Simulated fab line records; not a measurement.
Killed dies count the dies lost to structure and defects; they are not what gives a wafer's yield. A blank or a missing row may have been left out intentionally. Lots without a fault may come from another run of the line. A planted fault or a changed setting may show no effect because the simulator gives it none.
fab line records / flow gf180mcu
record lots=5 wafers=15 last_day=30
route steps=602 shown CONTACT@311 M1@315
lots that met no fault: taken from a fault-free run of the same line
start_h: hours from the record's first day to the start of the lot's first wafer shown / wait_h: time in hours since the lot's previous step / " as in the row above / L1.1+2: a row that stands for several wafers / - no value, or no start given / * or withheld: withheld / < > ~ a bound
route shown NAME@n: NAME is a module with steps in the file, n the number in the route of the first one / usual: mean and standard deviation over wafers with no fault / same: alike in all rows / chamber/n: place in a boat / sites: the reading at each site / _std_site: standard deviation across them / _edge_site: the outer-site mean with the inner-site mean subtracted / radius_mm: for every site, how far away it sits from the centre of the wafer / mask NAME#n: copy n / behind: tool/chamber where the wafer was last shaped / hold: what put the lot on hold/how long, in hours/how the hold closed / device: names the non-switching transistor (n, p or np) / end of line: tests of these same wafers at the route's end / a step with no rows: only its recipe / killed: dies lost to structure and defects at the first sort, not the wafer's yield / map: dies across one wafer; x = killed, . = not, _ = none there
set.NAME: the setting as run; set.NAME@STEP: as run at that earlier step / model.NAME: the simulator's own value behind a step, which no gauge read
a table for each step, a row for each wafer; lots at some steps of the route
services: the hour from which a tool's chamber was out of use, counted from the record's first day as start_h (under 0 if before that day), plus the number of hours and why
## steps
# step GF_CONTACT_CVD_24
# recipe material=W target_thk_nm=300 time_s=90.339 temp_c=400 pressure_torr=40
# usual heater_power_w=743/56
lot.wafer=L074.2 tool=cvd_w-01 chamber=0 start_h=360.57 wait_h=0.0 heater_power_w=845
lot.wafer=L074.3 tool=cvd_w-01 chamber=0 start_h=360.57 wait_h=0.0 heater_power_w=834
lot.wafer=L074.4 tool=cvd_w-01 chamber=1 start_h=360.57 wait_h=0.0 heater_power_w=754
lot.wafer=L076.2 tool=cvd_w-01 chamber=1 start_h=379.64 wait_h=0.0 heater_power_w=758
lot.wafer=L076.3 tool=cvd_w-01 chamber=0 start_h=379.64 wait_h=0.0 heater_power_w=812
lot.wafer=L076.5 tool=cvd_w-01 chamber=0 start_h=379.64 wait_h=0.0 heater_power_w=834
lot.wafer=L078.4 tool=cvd_w-02 chamber=1 start_h=402.74 wait_h=0.1 heater_power_w=713
lot.wafer=L078.5 tool=cvd_w-02 chamber=1 start_h=402.74 wait_h=0.1 heater_power_w=700
lot.wafer=L078.6 tool=cvd_w-02 chamber=1 start_h=402.74 wait_h=0.1 heater_power_w=701
lot.wafer=L079.4 tool=cvd_w-02 chamber=0 start_h=409.22 wait_h=0.1 heater_power_w=816
lot.wafer=L079.5 tool=cvd_w-02 chamber=0 start_h=409.22 wait_h=0.1 heater_power_w=827
lot.wafer=L079.6 tool=cvd_w-02 chamber=1 start_h=409.22 wait_h=0.1 heater_power_w=710
lot.wafer=L081.2 tool=cvd_w-01 chamber=0 start_h=423.63 wait_h=0.0 heater_power_w=788
lot.wafer=L081.5 tool=cvd_w-01 chamber=0 start_h=423.63 wait_h=0.0 heater_power_w=781
lot.wafer=L081.6 tool=cvd_w-01 chamber=1 start_h=423.63 wait_h=0.0 heater_power_w=678
# step GF_CONTACT_RS_MEAS_25
# recipe thk_meas_gauge=four-point-probe reads=W_of_CONTACT_CVD_24+TiN_of_CONTACT_SPUTTER_23+Ti_of_CONTACT_SPUTTER_22
# usual CONTACT_W_RS=0.381/0.0044
lot.wafer=L074.2 tool=film_metro-01 chamber=- start_h=360.69 wait_h=0.1 CONTACT_W_RS[ohm/sq]=0.382
lot.wafer=L074.3 tool=film_metro-01 chamber=- start_h=360.69 wait_h=0.1 CONTACT_W_RS[ohm/sq]=0.383
lot.wafer=L074.4 tool=film_metro-01 chamber=- start_h=360.69 wait_h=0.1 CONTACT_W_RS[ohm/sq]=0.379
lot.wafer=L076.2 tool=film_metro-01 chamber=- start_h=379.76 wait_h=0.1 CONTACT_W_RS[ohm/sq]=0.377
lot.wafer=L076.3 tool=film_metro-01 chamber=- start_h=379.76 wait_h=0.1 CONTACT_W_RS[ohm/sq]=0.381
lot.wafer=L076.5 tool=film_metro-01 chamber=- start_h=379.76 wait_h=0.1 CONTACT_W_RS[ohm/sq]=0.378
lot.wafer=L078.4 tool=film_metro-03 chamber=- start_h=402.90 wait_h=0.1 CONTACT_W_RS[ohm/sq]=0.384
lot.wafer=L078.5 tool=film_metro-03 chamber=- start_h=402.90 wait_h=0.1 CONTACT_W_RS[ohm/sq]=0.380
lot.wafer=L078.6 tool=film_metro-03 chamber=- start_h=402.90 wait_h=0.1 CONTACT_W_RS[ohm/sq]=0.387
lot.wafer=L079.4 tool=film_metro-04 chamber=- start_h=409.35 wait_h=0.1 CONTACT_W_RS[ohm/sq]=0.385
lot.wafer=L079.5 tool=film_metro-04 chamber=- start_h=409.35 wait_h=0.1 CONTACT_W_RS[ohm/sq]=0.384
lot.wafer=L079.6 tool=film_metro-04 chamber=- start_h=409.35 wait_h=0.1 CONTACT_W_RS[ohm/sq]=0.383
lot.wafer=L081.2 tool=film_metro-01 chamber=- start_h=423.75 wait_h=0.1 CONTACT_W_RS[ohm/sq]=0.388
lot.wafer=L081.5 tool=film_metro-01 chamber=- start_h=423.75 wait_h=0.1 CONTACT_W_RS[ohm/sq]=0.389
lot.wafer=L081.6 tool=film_metro-01 chamber=- start_h=423.75 wait_h=0.1 CONTACT_W_RS[ohm/sq]=0.378
# step GF_CONTACT_THK_MEAS_26
# recipe thk_meas_gauge=xrf reads=W_of_CONTACT_CVD_24
# usual CONTACT_W_THK=304/4.6
lot.wafer=L074.2 tool=film_metro-01 chamber=- start_h=360.80 wait_h=0.1 CONTACT_W_THK[nm]=306
lot.wafer=L074.3 tool=film_metro-01 chamber=- start_h=360.80 wait_h=0.1 CONTACT_W_THK[nm]=306
lot.wafer=L074.4 tool=film_metro-01 chamber=- start_h=360.80 wait_h=0.1 CONTACT_W_THK[nm]=308
lot.wafer=L076.2 tool=film_metro-01 chamber=- start_h=379.87 wait_h=0.1 CONTACT_W_THK[nm]=312
lot.wafer=L076.3 tool=film_metro-01 chamber=- start_h=379.87 wait_h=0.1 CONTACT_W_THK[nm]=307
lot.wafer=L076.5 tool=film_metro-01 chamber=- start_h=379.87 wait_h=0.1 CONTACT_W_THK[nm]=307
lot.wafer=L078.4 tool=film_metro-03 chamber=- start_h=402.99 wait_h=0.1 CONTACT_W_THK[nm]=301
lot.wafer=L078.5 tool=film_metro-03 chamber=- start_h=402.99 wait_h=0.1 CONTACT_W_THK[nm]=304
lot.wafer=L078.6 tool=film_metro-03 chamber=- start_h=402.99 wait_h=0.1 CONTACT_W_THK[nm]=296
lot.wafer=L079.4 tool=film_metro-04 chamber=- start_h=409.44 wait_h=0.1 CONTACT_W_THK[nm]=299
lot.wafer=L079.5 tool=film_metro-04 chamber=- start_h=409.44 wait_h=0.1 CONTACT_W_THK[nm]=299
lot.wafer=L079.6 tool=film_metro-04 chamber=- start_h=409.44 wait_h=0.1 CONTACT_W_THK[nm]=300
lot.wafer=L081.2 tool=film_metro-01 chamber=- start_h=423.86 wait_h=0.1 CONTACT_W_THK[nm]=302
lot.wafer=L081.5 tool=film_metro-01 chamber=- start_h=423.86 wait_h=0.1 CONTACT_W_THK[nm]=300
lot.wafer=L081.6 tool=film_metro-01 chamber=- start_h=423.86 wait_h=0.1 CONTACT_W_THK[nm]=310
# step GF_CONTACT_CMP_27
# recipe stop_on=SiO2 down_force_psi=3.5 platen_rpm=60 t_overpolish_s=15 target_thk_nm=0 pad_velocity_m_s=0.94248
# usual edge_zone_pressure_frac=1.000/0.0049 motor_current_A=10.9/0.65 overpolish_run_s=14.999/0.0092 time_to_endpoint_s=75/3
lot.wafer=L074.4 tool=cmp-02 chamber=0 start_h=360.90 wait_h=0.1 edge_zone_pressure_frac=0.999 motor_current_A=11.3 overpolish_run_s=15.006 time_to_endpoint_s=76
lot.wafer=L074.2 tool=cmp-02 chamber=1 start_h=360.90 wait_h=0.1 edge_zone_pressure_frac=1.000 motor_current_A=10.6 overpolish_run_s=14.993 time_to_endpoint_s=73
lot.wafer=L074.3 tool=cmp-02 chamber=2 start_h=360.90 wait_h=0.1 edge_zone_pressure_frac=0.992 motor_current_A=10.4 overpolish_run_s=15.006 time_to_endpoint_s=77
lot.wafer=L076.3 tool=cmp-02 chamber=0 start_h=380.60 wait_h=0.7 edge_zone_pressure_frac=1.003 motor_current_A=10.5 overpolish_run_s=15.003 time_to_endpoint_s=80
lot.wafer=L076.2 tool=cmp-02 chamber=1 start_h=380.60 wait_h=0.7 edge_zone_pressure_frac=0.998 motor_current_A=11.0 overpolish_run_s=15.007 time_to_endpoint_s=77
lot.wafer=L076.5 tool=cmp-02 chamber=3 start_h=380.60 wait_h=0.7 edge_zone_pressure_frac=1.006 motor_current_A=11.7 overpolish_run_s=15.015 time_to_endpoint_s=75
lot.wafer=L078.4 tool=cmp-02 chamber=0 start_h=403.17 wait_h=0.2 edge_zone_pressure_frac=1.004 motor_current_A=10.2 overpolish_run_s=15.003 time_to_endpoint_s=72
lot.wafer=L078.5 tool=cmp-02 chamber=1 start_h=403.17 wait_h=0.2 edge_zone_pressure_frac=0.995 motor_current_A=10.8 overpolish_run_s=14.992 time_to_endpoint_s=71
lot.wafer=L078.6 tool=cmp-02 chamber=2 start_h=403.17 wait_h=0.2 edge_zone_pressure_frac=1.002 motor_current_A=10.4 overpolish_run_s=15.020 time_to_endpoint_s=74
lot.wafer=L079.4 tool=cmp-02 chamber=1 start_h=409.57 wait_h=0.1 edge_zone_pressure_frac=1.000 motor_current_A=10.0 overpolish_run_s=14.986 time_to_endpoint_s=71
lot.wafer=L079.5 tool=cmp-02 chamber=3 start_h=409.57 wait_h=0.1 edge_zone_pressure_frac=0.995 motor_current_A=12.7 overpolish_run_s=15.002 time_to_endpoint_s=71
lot.wafer=L079.6 tool=cmp-02 chamber=0 start_h=409.57 wait_h=0.1 edge_zone_pressure_frac=0.999 motor_current_A=11.0 overpolish_run_s=14.994 time_to_endpoint_s=74
lot.wafer=L081.2 tool=cmp-02 chamber=1 start_h=424.09 wait_h=0.2 edge_zone_pressure_frac=1.002 motor_current_A=10.6 overpolish_run_s=15.008 time_to_endpoint_s=73
lot.wafer=L081.5 tool=cmp-02 chamber=3 start_h=424.09 wait_h=0.2 edge_zone_pressure_frac=0.998 motor_current_A=12.4 overpolish_run_s=14.991 time_to_endpoint_s=68
lot.wafer=L081.6 tool=cmp-02 chamber=0 start_h=424.09 wait_h=0.2 edge_zone_pressure_frac=0.994 motor_current_A=10.8 overpolish_run_s=15.017 time_to_endpoint_s=75
# step GF_M1_SPUTTER_00
# recipe material=Ti target_thk_nm=37.5 arriving_ion_energy_ev=80 substrate_temp_c=200 chamber_pressure_pa=2 power_w=4000 time_s=150
# usual throttle_valve_pct=29.9/1.2
lot.wafer=L074.2 tool=pvd_sputter-01 chamber=- start_h=361.15 wait_h=0.1 throttle_valve_pct=30.7
lot.wafer=L074.3 tool=pvd_sputter-01 chamber=- start_h=361.15 wait_h=0.1 throttle_valve_pct=30.9
lot.wafer=L074.4 tool=pvd_sputter-01 chamber=- start_h=361.15 wait_h=0.1 throttle_valve_pct=30.9
lot.wafer=L076.2 tool=pvd_sputter-01 chamber=- start_h=380.85 wait_h=0.1 throttle_valve_pct=31.1
lot.wafer=L076.3 tool=pvd_sputter-01 chamber=- start_h=380.85 wait_h=0.1 throttle_valve_pct=31.9
lot.wafer=L076.5 tool=pvd_sputter-01 chamber=- start_h=380.85 wait_h=0.1 throttle_valve_pct=31.3
lot.wafer=L078.4 tool=pvd_sputter-02 chamber=- start_h=403.32 wait_h=0.1 throttle_valve_pct=28.9
lot.wafer=L078.5 tool=pvd_sputter-02 chamber=- start_h=403.32 wait_h=0.1 throttle_valve_pct=28.4
lot.wafer=L078.6 tool=pvd_sputter-02 chamber=- start_h=403.32 wait_h=0.1 throttle_valve_pct=30.4
lot.wafer=L079.4 tool=pvd_sputter-02 chamber=- start_h=409.77 wait_h=0.1 throttle_valve_pct=30.1
lot.wafer=L079.5 tool=pvd_sputter-02 chamber=- start_h=409.77 wait_h=0.1 throttle_valve_pct=28.5
lot.wafer=L079.6 tool=pvd_sputter-02 chamber=- start_h=409.77 wait_h=0.1 throttle_valve_pct=30.3
lot.wafer=L081.2 tool=pvd_sputter-03 chamber=- start_h=424.29 wait_h=0.1 throttle_valve_pct=28.6
lot.wafer=L081.5 tool=pvd_sputter-03 chamber=- start_h=424.29 wait_h=0.1 throttle_valve_pct=30.7
lot.wafer=L081.6 tool=pvd_sputter-03 chamber=- start_h=424.29 wait_h=0.1 throttle_valve_pct=29.1
# step GF_M1_SPUTTER_01
# recipe material=TiN target_thk_nm=30 power_w=6500 time_s=25 chamber_pressure_pa=0.4
# usual throttle_valve_pct=29.9/1.2
lot.wafer=L074.2 tool=pvd_sputter-01 chamber=- start_h=361.25 wait_h=0.1 throttle_valve_pct=30.8
lot.wafer=L074.3 tool=pvd_sputter-01 chamber=- start_h=361.25 wait_h=0.1 throttle_valve_pct=31.2
lot.wafer=L074.4 tool=pvd_sputter-01 chamber=- start_h=361.25 wait_h=0.1 throttle_valve_pct=31.2
lot.wafer=L076.2 tool=pvd_sputter-01 chamber=- start_h=380.95 wait_h=0.1 throttle_valve_pct=31.1
lot.wafer=L076.3 tool=pvd_sputter-01 chamber=- start_h=380.95 wait_h=0.1 throttle_valve_pct=32.1
lot.wafer=L076.5 tool=pvd_sputter-01 chamber=- start_h=380.95 wait_h=0.1 throttle_valve_pct=31.1
lot.wafer=L078.4 tool=pvd_sputter-02 chamber=- start_h=403.42 wait_h=0.1 throttle_valve_pct=28.5
lot.wafer=L078.5 tool=pvd_sputter-02 chamber=- start_h=403.42 wait_h=0.1 throttle_valve_pct=28.4
lot.wafer=L078.6 tool=pvd_sputter-02 chamber=- start_h=403.42 wait_h=0.1 throttle_valve_pct=30.3
lot.wafer=L079.4 tool=pvd_sputter-02 chamber=- start_h=409.87 wait_h=0.1 throttle_valve_pct=30.0
lot.wafer=L079.5 tool=pvd_sputter-02 chamber=- start_h=409.87 wait_h=0.1 throttle_valve_pct=28.7
lot.wafer=L079.6 tool=pvd_sputter-02 chamber=- start_h=409.87 wait_h=0.1 throttle_valve_pct=30.4
lot.wafer=L081.2 tool=pvd_sputter-03 chamber=- start_h=424.39 wait_h=0.1 throttle_valve_pct=28.6
lot.wafer=L081.5 tool=pvd_sputter-03 chamber=- start_h=424.39 wait_h=0.1 throttle_valve_pct=31.0
lot.wafer=L081.6 tool=pvd_sputter-03 chamber=- start_h=424.39 wait_h=0.1 throttle_valve_pct=29.2
# step GF_M1_SPUTTER_02
# recipe material=AlCu target_thk_nm=450 power_w=10600 time_s=23.9 chamber_pressure_pa=0.4
# usual throttle_valve_pct=29.9/1.2
lot.wafer=L074.2 tool=pvd_sputter-01 chamber=- start_h=361.29 wait_h=0.0 throttle_valve_pct=30.7
lot.wafer=L074.3 tool=pvd_sputter-01 chamber=- start_h=361.29 wait_h=0.0 throttle_valve_pct=31.1
lot.wafer=L074.4 tool=pvd_sputter-01 chamber=- start_h=361.29 wait_h=0.0 throttle_valve_pct=31.0
lot.wafer=L076.2 tool=pvd_sputter-01 chamber=- start_h=380.98 wait_h=0.0 throttle_valve_pct=30.9
lot.wafer=L076.3 tool=pvd_sputter-01 chamber=- start_h=380.98 wait_h=0.0 throttle_valve_pct=31.7
lot.wafer=L076.5 tool=pvd_sputter-01 chamber=- start_h=380.98 wait_h=0.0 throttle_valve_pct=31.0
lot.wafer=L078.4 tool=pvd_sputter-02 chamber=- start_h=403.45 wait_h=0.0 throttle_valve_pct=28.3
lot.wafer=L078.5 tool=pvd_sputter-02 chamber=- start_h=403.45 wait_h=0.0 throttle_valve_pct=28.7
lot.wafer=L078.6 tool=pvd_sputter-02 chamber=- start_h=403.45 wait_h=0.0 throttle_valve_pct=30.7
lot.wafer=L079.4 tool=pvd_sputter-02 chamber=- start_h=409.90 wait_h=0.0 throttle_valve_pct=29.8
lot.wafer=L079.5 tool=pvd_sputter-02 chamber=- start_h=409.90 wait_h=0.0 throttle_valve_pct=28.2
lot.wafer=L079.6 tool=pvd_sputter-02 chamber=- start_h=409.90 wait_h=0.0 throttle_valve_pct=30.4
lot.wafer=L081.2 tool=pvd_sputter-03 chamber=- start_h=424.42 wait_h=0.0 throttle_valve_pct=28.6
lot.wafer=L081.5 tool=pvd_sputter-03 chamber=- start_h=424.42 wait_h=0.0 throttle_valve_pct=31.0
lot.wafer=L081.6 tool=pvd_sputter-03 chamber=- start_h=424.42 wait_h=0.0 throttle_valve_pct=29.3
# step GF_M1_SPUTTER_03
# recipe material=Ti target_thk_nm=10 substrate_temp_c=300 chamber_pressure_pa=0.3 power_w=3000 time_s=6.7
# usual throttle_valve_pct=29.9/1.2
lot.wafer=L074.2 tool=pvd_sputter-01 chamber=- start_h=361.32 wait_h=0.0 throttle_valve_pct=31.0
lot.wafer=L074.3 tool=pvd_sputter-01 chamber=- start_h=361.32 wait_h=0.0 throttle_valve_pct=31.1
lot.wafer=L074.4 tool=pvd_sputter-01 chamber=- start_h=361.32 wait_h=0.0 throttle_valve_pct=30.8
lot.wafer=L076.2 tool=pvd_sputter-01 chamber=- start_h=381.01 wait_h=0.0 throttle_valve_pct=31.2
lot.wafer=L076.3 tool=pvd_sputter-01 chamber=- start_h=381.01 wait_h=0.0 throttle_valve_pct=31.9
lot.wafer=L076.5 tool=pvd_sputter-01 chamber=- start_h=381.01 wait_h=0.0 throttle_valve_pct=31.2
lot.wafer=L078.4 tool=pvd_sputter-02 chamber=- start_h=403.48 wait_h=0.0 throttle_valve_pct=28.5
lot.wafer=L078.5 tool=pvd_sputter-02 chamber=- start_h=403.48 wait_h=0.0 throttle_valve_pct=28.8
lot.wafer=L078.6 tool=pvd_sputter-02 chamber=- start_h=403.48 wait_h=0.0 throttle_valve_pct=30.4
lot.wafer=L079.4 tool=pvd_sputter-02 chamber=- start_h=409.93 wait_h=0.0 throttle_valve_pct=30.0
lot.wafer=L079.5 tool=pvd_sputter-02 chamber=- start_h=409.93 wait_h=0.0 throttle_valve_pct=28.4
lot.wafer=L079.6 tool=pvd_sputter-02 chamber=- start_h=409.93 wait_h=0.0 throttle_valve_pct=30.1
lot.wafer=L081.2 tool=pvd_sputter-03 chamber=- start_h=424.45 wait_h=0.0 throttle_valve_pct=28.7
lot.wafer=L081.5 tool=pvd_sputter-03 chamber=- start_h=424.45 wait_h=0.0 throttle_valve_pct=30.8
lot.wafer=L081.6 tool=pvd_sputter-03 chamber=- start_h=424.45 wait_h=0.0 throttle_valve_pct=29.0
# step GF_M1_SPUTTER_04
# recipe material=TiN target_thk_nm=50 power_w=6500 time_s=41.7 chamber_pressure_pa=0.4
# usual throttle_valve_pct=29.9/1.2
lot.wafer=L074.2 tool=pvd_sputter-01 chamber=- start_h=361.34 wait_h=0.0 throttle_valve_pct=30.9
lot.wafer=L074.3 tool=pvd_sputter-01 chamber=- start_h=361.34 wait_h=0.0 throttle_valve_pct=31.1
lot.wafer=L074.4 tool=pvd_sputter-01 chamber=- start_h=361.34 wait_h=0.0 throttle_valve_pct=30.8
lot.wafer=L076.2 tool=pvd_sputter-01 chamber=- start_h=381.03 wait_h=0.0 throttle_valve_pct=31.3
lot.wafer=L076.3 tool=pvd_sputter-01 chamber=- start_h=381.03 wait_h=0.0 throttle_valve_pct=32.2
lot.wafer=L076.5 tool=pvd_sputter-01 chamber=- start_h=381.03 wait_h=0.0 throttle_valve_pct=31.1
lot.wafer=L078.4 tool=pvd_sputter-02 chamber=- start_h=403.50 wait_h=0.0 throttle_valve_pct=28.4
lot.wafer=L078.5 tool=pvd_sputter-02 chamber=- start_h=403.50 wait_h=0.0 throttle_valve_pct=28.5
lot.wafer=L078.6 tool=pvd_sputter-02 chamber=- start_h=403.50 wait_h=0.0 throttle_valve_pct=30.3
lot.wafer=L079.4 tool=pvd_sputter-02 chamber=- start_h=409.95 wait_h=0.0 throttle_valve_pct=29.9
lot.wafer=L079.5 tool=pvd_sputter-02 chamber=- start_h=409.95 wait_h=0.0 throttle_valve_pct=28.6
lot.wafer=L079.6 tool=pvd_sputter-02 chamber=- start_h=409.95 wait_h=0.0 throttle_valve_pct=30.3
lot.wafer=L081.2 tool=pvd_sputter-03 chamber=- start_h=424.47 wait_h=0.0 throttle_valve_pct=28.4
lot.wafer=L081.5 tool=pvd_sputter-03 chamber=- start_h=424.47 wait_h=0.0 throttle_valve_pct=30.8
lot.wafer=L081.6 tool=pvd_sputter-03 chamber=- start_h=424.47 wait_h=0.0 throttle_valve_pct=29.1
## services
tool=cvd_w-02 chamber=- start_h=351.81 hours=0.8 kind=repair
tool=pvd_sputter-01 chamber=- start_h=377.21 hours=2.9 kind=repair
tool=cmp-02 chamber=- start_h=384.72 hours=5.2 kind=pm
tool=cvd_w-01 chamber=- start_h=390.00 hours=14.0 kind=pm
tool=cvd_w-01 chamber=0 start_h=390.00 hours=14.0 kind=vent_cycle
tool=cvd_w-01 chamber=1 start_h=390.00 hours=14.0 kind=vent_cycle
tool=cvd_w-02 chamber=0 start_h=398.24 hours=6.0 kind=repair
tool=cvd_w-01 chamber=0 start_h=404.00 hours=- kind=clean
tool=cvd_w-01 chamber=1 start_h=404.00 hours=- kind=clean
tool=cmp-02 chamber=- start_h=407.75 hours=1.7 kind=repair
## key
fault none
